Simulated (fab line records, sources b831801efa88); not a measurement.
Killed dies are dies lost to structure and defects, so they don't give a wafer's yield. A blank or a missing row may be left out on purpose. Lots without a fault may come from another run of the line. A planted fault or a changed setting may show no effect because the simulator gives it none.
fab line records | flow sfq_line
record lots=6 wafers=18 last_day=82
route steps=325 shown M5@201 A5B@209 R5@212
lots that met no fault: from a run of the same line without faults
start_h: hours from the record's first day to the start of the lot's first wafer shown | wait_h: hours since the lot's step before | " the same as in the row above | L1.1+2: a row that stands for several wafers | - no value, or no start given | * or withheld: withheld | < > ~ a bound
route shown NAME@n: a module of which the file shows steps, and the number in the route of the first | usual: mean/standard deviation of fault-free wafers | same: alike in all rows | chamber/n: place in a boat | sites: the reading at each site | _std_site: their standard deviation | _edge_site: outer sites' mean less inner sites' | radius_mm: how far each site lies from the wafer's centre | mask NAME#n: copy n | behind: the tool/chamber that last shaped the wafer | hold: why the lot was held/for how many hours/how that ended | device: the transistor (n, p or np) that didn't switch | end of line: the same wafers' tests at the end of the route | a step without rows: its recipe alone | killed: dies lost to structure and defects at the first sort, not the wafer's yield | map: a wafer's dies, x killed, . not, _ none there
set.NAME: the setting as run; set.NAME@STEP: as run at that earlier step | model.NAME: the simulator's own value behind a step, which no gauge read
lots at some steps of the route; a table a step, a row a wafer
services: from which hour (start_h, from the record's first day; less than 0 if before it) a tool's chamber was out of use, for how many hours, and why
## steps
# step SFQ_TRILAYER_M5_LITHO_EXPOSE_124
# recipe mask_id=M5 na=0.6 source_shape=conventional sigma_outer=0.65 target_cd_nm=700 dose_mj=14.4
# step SFQ_TRILAYER_M5_LITHO_PEB_126
# recipe peb_temp_c=115 peb_time_s=60 resist=KrF
# step SFQ_TRILAYER_M5_LITHO_DEVELOP_125
# recipe time_s=60 resist=KrF
# step SFQ_M5_OVL_MEAS_932
# usual M5_OVL=1/3.7
# columns lot.wafer tool chamber start_h wait_h M5_OVL[nm]
L385.3 overlay-02 - 1380.58 0.1 9
L385.4 " - " " 3
L385.6 " - " " -5
L386.4 overlay-02 - 1382.98 0.1 -1
L386.5 " - " " -1
L386.6 " - " " 0
L394.1 overlay-01 - 1409.37 0.1 0
L394.2 " - " " 4
L394.3 " - " " 1
L396.1 overlay-01 - 1416.57 0.1 1
L396.3 " - " " -1
L396.4 " - " " 2
L406.3 overlay-01 - 1636.78 0.1 -4
L406.4 " - " " -2
L406.6 " - " " -4
L408.1 overlay-02 - 1642.77 0.1 -6
L408.5 " - " " 2
L408.6 " - " " -1
# step SFQ_TRILAYER_M5_BARC_OPEN_METAL_ETCH_161
# recipe mask_material=PR chemistry=O2 target_depth_nm=125 target=BARC icp_w=600 bias_w=80 pressure_mtorr=10 time_s=41.7
# usual chamber_pressure_mTorr=10.000/0.0078 drypump_motor_current_A=5.5/0.48 oes_product_au=0.685/0.0045 rf_fwd_power_W=594.3/2.2
# same time_s=41.7
# columns lot.wafer tool chamber start_h wait_h chamber_pressure_mTorr drypump_motor_current_A oes_product_au rf_fwd_power_W rf_hours_counter_h
L385.3 rie_metal-03 0 1380.62 0.0 10.000 6.0 0.683 597.7 -
L385.4 " 1 " " 10.010 5.0 0.698 591.3 -
L385.6 " 0 " " 9.999 6.0 0.687 596.1 -
L386.4 rie_metal-01 0 1383.02 0.0 9.995 6.1 0.682 593.7 -
L386.5 " 0 " " 9.992 6.1 0.683 594.1 -
L386.6 " 1 " " 10.003 5.5 0.690 593.3 -
L394.1 rie_metal-03 1 1409.40 0.0 9.995 4.9 0.685 590.9 38
L394.2 " 0 " " 9.987 6.1 0.698 597.2 14
L394.3 " 0 " " 9.999 6.0 0.683 595.7 -
L396.1 rie_metal-03 1 1416.60 0.0 9.994 5.0 0.687 592.6 40
L396.3 " 1 " " 10.004 4.9 0.692 593.9 -
L396.4 " 0 " " 10.016 6.1 0.687 594.9 -
L406.3 rie_metal-04 0 1636.82 0.0 10.006 5.3 0.680 595.4 -
L406.4 " 1 " " 10.021 5.0 0.691 593.4 -
L406.6 " 0 " " 10.000 5.2 0.690 594.4 -
L408.1 rie_metal-04 0 1642.80 0.0 10.004 5.3 0.689 592.8 97
L408.5 " 0 " " 9.986 5.3 0.689 594.6 -
L408.6 " 1 " " 9.993 5.0 0.685 589.9 -
# step SFQ_TRILAYER_M5_ETCH_METAL_ETCH_126
# recipe target=Nb stop_on=SiO2 mask_material=PR over_etch_frac=0.15 time_s=203.2 chemistry=Cl2/BCl3 target_depth_nm=265 icp_w=600 bias_w=80 pressure_mtorr=10
# step SFQ_TRILAYER_M5_STRIP_STRIP_127
# recipe gas=O2 power_w=200 platen_temp_c=40 overash_fraction=0.65 chemistry=O2 pressure_mtorr=50
# usual chamber_pressure_mTorr=50.00/0.049 drypump_motor_current_A=5.5/0.48 oes_product_au=0.999/0.0085
# columns lot.wafer tool chamber start_h wait_h chamber_pressure_mTorr drypump_motor_current_A oes_product_au rf_hours_counter_h
L385.3 rie_metal-03 0 1381.06 0.3 50.07 6.0 0.990 -
L385.4 " 1 " " 50.00 5.0 0.997 -
L385.6 " 0 " " 50.02 6.1 1.000 -
L386.4 rie_metal-01 0 1383.46 0.3 50.06 6.1 0.988 -
L386.5 " 0 " " 50.05 6.1 0.992 -
L386.6 " 1 " " 49.97 5.5 0.983 -
L394.1 rie_metal-03 1 1409.66 0.1 50.07 5.0 1.000 38
L394.2 " 0 " " 50.00 6.1 1.001 14
L394.3 " 0 " " 50.02 6.1 0.994 -
L396.1 rie_metal-03 1 1416.86 0.1 50.02 5.0 1.001 40
L396.3 " 1 " " 50.02 5.0 1.013 -
L396.4 " 0 " " 50.08 6.1 0.997 -
L406.3 rie_metal-04 0 1637.26 0.3 50.01 5.3 1.011 -
L406.4 " 1 " " 50.05 5.0 0.992 -
L406.6 " 0 " " 49.93 5.3 1.017 -
L408.1 rie_metal-04 0 1643.06 0.1 50.04 5.2 1.016 98
L408.5 " 0 " " 49.97 5.3 1.015 -
L408.6 " 1 " " 50.02 5.0 1.013 -
# step SFQ_TRILAYER_M5_STRIP_SOLV_CLEAN_128
# recipe chemistry=NMP temp_c=70 time_s=600
# step SFQ_TRILAYER_A5B_DEP_PECVD_129
# recipe material=SiO2 temp_c=150 time_s=133.33 pressure_torr=2.4 rf_w=183.3 precursor=SiH4/N2O target_thk_nm=600
# usual heater_power_outer_w=31/12 heater_power_w=81/21 rf_fwd_power_W=182.6/0.59 throttle_valve_pct=25.2/1.5
# same time_s=133.33
# columns lot.wafer tool chamber start_h wait_h heater_power_outer_w heater_power_w rf_fwd_power_W throttle_valve_pct
L385.3 pecvd-03 1 1381.65 0.0 30 80 183.3 26.4
L385.4 " 1 " " 31 80 184.0 26.5
L385.6 " 0 " " 43 97 183.3 25.0
L386.4 pecvd-04 2 1384.09 0.0 51 107 181.9 23.2
L386.5 " 0 " " 36 96 181.7 25.0
L386.6 " 1 " " 31 82 182.5 25.0
L394.1 pecvd-03 2 1410.46 0.0 13 49 182.5 27.1
L394.2 " 0 " " 48 100 181.9 25.0
L394.3 " 1 " " 26 75 182.5 26.6
L396.1 pecvd-01 0 1417.65 0.0 23 65 182.1 22.0
L396.3 " 2 " " 49 123 182.1 24.0
L396.4 " 0 " " 13 51 181.8 22.3
L406.3 pecvd-04 1 1637.83 0.0 35 87 182.7 25.4
L406.4 " 0 " " 33 91 181.7 25.7
L406.6 " 2 " " 51 107 182.8 24.1
L408.1 pecvd-03 2 1643.83 0.0 19 56 183.1 27.2
L408.5 " 0 " " 42 90 181.5 25.1
L408.6 " 1 " " 21 69 182.7 26.4
# step SFQ_TRILAYER_A5B_CMP_CMP_130
# recipe stop_on=Nb down_force_psi=3 platen_rpm=60 target_thk_nm=340.7
# step SFQ_TRILAYER_A5B_METRO_MEASURE_131
# step SFQ_TRILAYER_R5_DEP_SPUTTER_132
# recipe material=Ti base_pressure_pa=1.33e-06 target_thk_nm=5 power_w=2000 time_s=5 chamber_pressure_pa=0.4
# usual cathode_dc_power_W=2000.0/0.39 chamber_pressure_pa=0.4000/0.00069 throttle_valve_pct=30.4/1.1
# same time_s=5
# columns lot.wafer tool chamber start_h wait_h cathode_dc_power_W chamber_pressure_pa throttle_valve_pct
L385.3 pvd_sputter-03 - 1388.27 0.6 2000.2 0.3994 29.7
L385.4 " - " " 1999.7 0.3993 31.1
L385.6 " - " " 1999.8 0.4004 29.2
L386.4 pvd_sputter-05 - 1391.27 0.4 1999.7 0.4003 29.2
L386.5 " - " " 1999.9 0.4000 29.6
L386.6 " - " " 2000.2 0.4006 29.4
L394.1 pvd_sputter-05 - 1421.35 1.0 2000.7 0.4006 29.6
L394.2 " - " " 2000.0 0.4001 31.9
L394.3 " - " " 2000.2 0.3991 30.0
L396.1 pvd_sputter-05 - 1427.35 1.0 2000.5 0.3989 31.8
L396.3 " - " " 2000.3 0.3993 29.3
L396.4 " - " " 1999.4 0.3994 30.0
L406.3 pvd_sputter-05 - 1642.83 0.6 1999.8 0.4001 29.9
L406.4 " - " " 2000.4 0.4001 29.7
L406.6 " - " " 1999.8 0.3997 31.6
L408.1 pvd_sputter-03 - 1651.83 1.0 2000.0 0.4005 31.2
L408.5 " - " " 2000.0 0.3996 30.2
L408.6 " - " " 2000.2 0.3990 29.4
# step SFQ_TRILAYER_R5_DEP_SPUTTER_133
# recipe material=MoNx base_pressure_pa=1.33e-06 target_thk_nm=40 power_w=1000 time_s=66.7 chamber_pressure_pa=0.4
# usual cathode_dc_power_W=999.99/0.17 chamber_pressure_pa=0.4000/0.00084 throttle_valve_pct=30.4/1
# same time_s=66.7
# columns lot.wafer tool chamber start_h wait_h cathode_dc_power_W chamber_pressure_pa throttle_valve_pct
L385.3 pvd_sputter-03 - 1388.29 0.0 999.85 0.3998 29.5
L385.4 " - " " 1000.3 0.4009 31.1
L385.6 " - " " 999.93 0.3991 29.3
L386.4 pvd_sputter-05 - 1391.29 0.0 1000.0 0.3997 29.4
L386.5 " - " " 1000.2 0.3997 29.6
L386.6 " - " " 1000.1 0.4009 29.6
L394.1 pvd_sputter-05 - 1421.37 0.0 999.95 0.3445 31.9
L394.2 " - " " 1000.3 0.3439 34.0
L394.3 " - " " 1000.2 0.3452 32.4
L396.1 pvd_sputter-05 - 1427.37 0.0 1000.1 0.3465 34.2
L396.3 " - " " 1000.2 0.3467 31.7
L396.4 " - " " 1000.0 0.3464 32.4
L406.3 pvd_sputter-05 - 1642.85 0.0 999.93 0.4007 30.0
L406.4 " - " " 1000.3 0.3996 29.6
L406.6 " - " " 999.84 0.4009 31.9
L408.1 pvd_sputter-03 - 1651.85 0.0 999.95 0.3998 31.3
L408.5 " - " " 1000.1 0.3995 30.0
L408.6 " - " " 1000.1 0.4006 29.5
# step SFQ_TRILAYER_R5_DEP_SPUTTER_134
# recipe material=Ti base_pressure_pa=1.33e-06 target_thk_nm=5 power_w=2000 time_s=5 chamber_pressure_pa=0.4
# usual cathode_dc_power_W=2000.0/0.37 chamber_pressure_pa=0.3998/0.00088 throttle_valve_pct=30.4/1
# same time_s=5
# columns lot.wafer tool chamber start_h wait_h cathode_dc_power_W chamber_pressure_pa throttle_valve_pct
L385.3 pvd_sputter-03 - 1388.35 0.0 2000.3 0.4007 29.6
L385.4 " - " " 1999.5 0.4014 30.9
L385.6 " - " " 2000.3 0.4023 29.6
L386.4 pvd_sputter-05 - 1391.35 0.0 1998.7 0.3996 29.4
L386.5 " - " " 1999.9 0.4012 29.5
L386.6 " - " " 2000.0 0.3996 29.4
L394.1 pvd_sputter-05 - 1421.42 0.0 2000.1 0.4014 29.7
L394.2 " - " " 2000.3 0.3996 31.8
L394.3 " - " " 2000.1 0.3997 30.1
L396.1 pvd_sputter-05 - 1427.42 0.0 1999.7 0.3998 32.0
L396.3 " - " " 2000.6 0.3999 29.1
L396.4 " - " " 2000.2 0.3994 30.0
L406.3 pvd_sputter-05 - 1642.90 0.0 1999.4 0.4000 30.3
L406.4 " - " " 2000.4 0.3999 29.7
L406.6 " - " " 2000.4 0.3997 31.8
L408.1 pvd_sputter-03 - 1651.90 0.0 1999.9 0.3992 30.7
L408.5 " - " " 2000.0 0.3995 29.9
L408.6 " - " " 2000.0 0.3991 29.5
## services
# columns tool chamber start_h hours kind
pvd_sputter-03 - 1378.23 1.8 repair
pecvd-01 - 1393.75 3.1 repair
rie_metal-04 1 1439.34 - clean
rie_metal-04 1 1439.34 - consumable_replace:focus_ring
rie_metal-04 1 1439.34 14.7 scheduled_down
rie_metal-04 1 1439.34 14.7 vent_cycle
rie_metal-04 0 1467.35 1.2 repair
rie_metal-01 0 1473.61 1.1 repair
pecvd-04 2 1495.58 14.2 repair
rie_metal-04 1 1516.00 26.5 repair
pecvd-04 - 1527.26 6.0 pm
pvd_sputter-03 - 1533.10 1.9 repair
pvd_sputter-03 - 1571.14 2.3 repair
pecvd-01 - 1583.55 6.9 repair
pvd_sputter-03 - 1588.55 5.3 repair
pvd_sputter-05 - 1592.70 3.2 repair
pecvd-04 - 1598.21 0.6 repair
pvd_sputter-05 - 1608.88 3.4 repair
pecvd-04 - 1619.43 2.8 pm
## key
first_sign step=SFQ_TRILAYER_R5_DEP_SPUTTER_133 reading=chamber_pressure_pa direction=down sigmas=65 usual=0.4000 struck=0.3456
effect step=SFQ_TRILAYER_R5_DEP_SPUTTER_133 reading=throttle_valve_pct direction=up sigmas=2.3 usual=30.4 struck=32.8
met_at SFQ_TRILAYER_R5_DEP_SPUTTER_133
struck_wafers L394.1,L394.2,L394.3,L396.1,L396.3,L396.4
onset_between 1391.29 1421.37
fault kind=process_parameter_drift tool=pvd_sputter-05 chamber=- onset_h=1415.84 steps=SFQ_TRILAYER_R5_DEP_SPUTTER_133 channel=chamber_pressure_pa offset=-0.054707 shape=step end_h=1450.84 acts_in=these_recipes_only stated=0.4
